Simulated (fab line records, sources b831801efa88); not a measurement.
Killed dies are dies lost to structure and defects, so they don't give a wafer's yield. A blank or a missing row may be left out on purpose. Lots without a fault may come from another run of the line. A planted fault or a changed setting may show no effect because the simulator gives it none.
One fault seen from 2 desks | flow sky130 | each desk has only its own numbers; what lay behind them comes last

THE METROLOGY DESK
What the gauges read, lot by lot, whatever tool the lot ran on: means of the sampled wafers that have a number. A lot is out of limits, marked OUT, if its mean lies more than 4 standard deviations from the usual mean; the brackets give that distance.
Columns: A = LDD_N_TW at SKY_LDD_N_TW_MEAS_17, usual 2574; B = LDD_HVN_TW at SKY_LDD_HVN_TW_MEAS_10, usual 1438
lot  | first seen here | A    | B
L977 | day 17 14:52    | 2578 | 1417
L979 | day 18 07:37    | 2596 | 1473
L980 | day 18 20:13    | 2554 | 1427
L981 | day 19 04:46    | 2594 | 1430
L982 | day 19 13:37    | 2541 | 1423
L983 | day 20 05:25    | 2577 | 1433
L992 | day 23 06:13    | 2548 | 1524
L991 | day 23 06:28    | 2581 | 1474
L994 | day 24 04:18    | 2580 | 1410
L993 | day 24 04:37    | 2593 | 1541 (+4.7) OUT
L997 | day 24 22:10    | 2571 | 1430
L100 | day 25 21:43    | 2566 | 1429
This desk's finding: out of limits on L993; first on L993, day 26 14:40 (LDD_HVN_TW at SKY_LDD_HVN_TW_MEAS_10). In limits: L977, L979, L980, L981, L982, L983, L992, L991, L994, L997, L100.

THE TOOL OWNER'S DESK: implanter-02
The tool's own readings at SKY_LDD_HVN_IMPLANT_08: means of the sampled wafers that have a number, for each lot that ran on this tool. A lot is out of limits, marked OUT, if its mean lies more than 4 standard deviations from the usual mean; the brackets give that distance.
Columns: A = beam_energy_keV at SKY_LDD_HVN_IMPLANT_08, usual 59.999; B = faraday_current_uA at SKY_LDD_HVN_IMPLANT_08, usual 169
lot  | first seen here | A                        | B
L977 | day 20 03:05    | 60.003                   | 168
L981 | day 21 18:14    | 60.013                   | 170
L982 | day 22 00:58    | 59.999                   | 168
L983 | day 22 18:25    | 59.984                   | 170
L992 | day 25 17:34    | 79.091 (+99 or more) OUT | 170
L993 | day 26 14:25    | 79.070 (+99 or more) OUT | 168
This desk's finding: out of limits on L992, L993; first on L992, day 25 17:34 (beam_energy_keV at SKY_LDD_HVN_IMPLANT_08). In limits: L977, L981, L982, L983.

PUT TOGETHER
The tool owner's desk could have raised an alarm at day 25 17:34, on L992, L993.
The metrology desk could have raised an alarm at day 26 14:40, on L993.
The metrology desk has L992 on record, within its limits.
Of the lots named, all ran SKY_LDD_HVN_IMPLANT_08 on implanter-02.

WHAT THE SIMULATOR HAD PUT IN
Process parameter drift: implanter-02, from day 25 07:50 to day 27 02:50, at SKY_LDD_HVN_IMPLANT_08. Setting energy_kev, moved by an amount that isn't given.
Lots struck among those shown: L992, L993.
Hours from the fault's start to each desk's first reading out of limits: the tool owner's desk, 10; the metrology desk, 31.
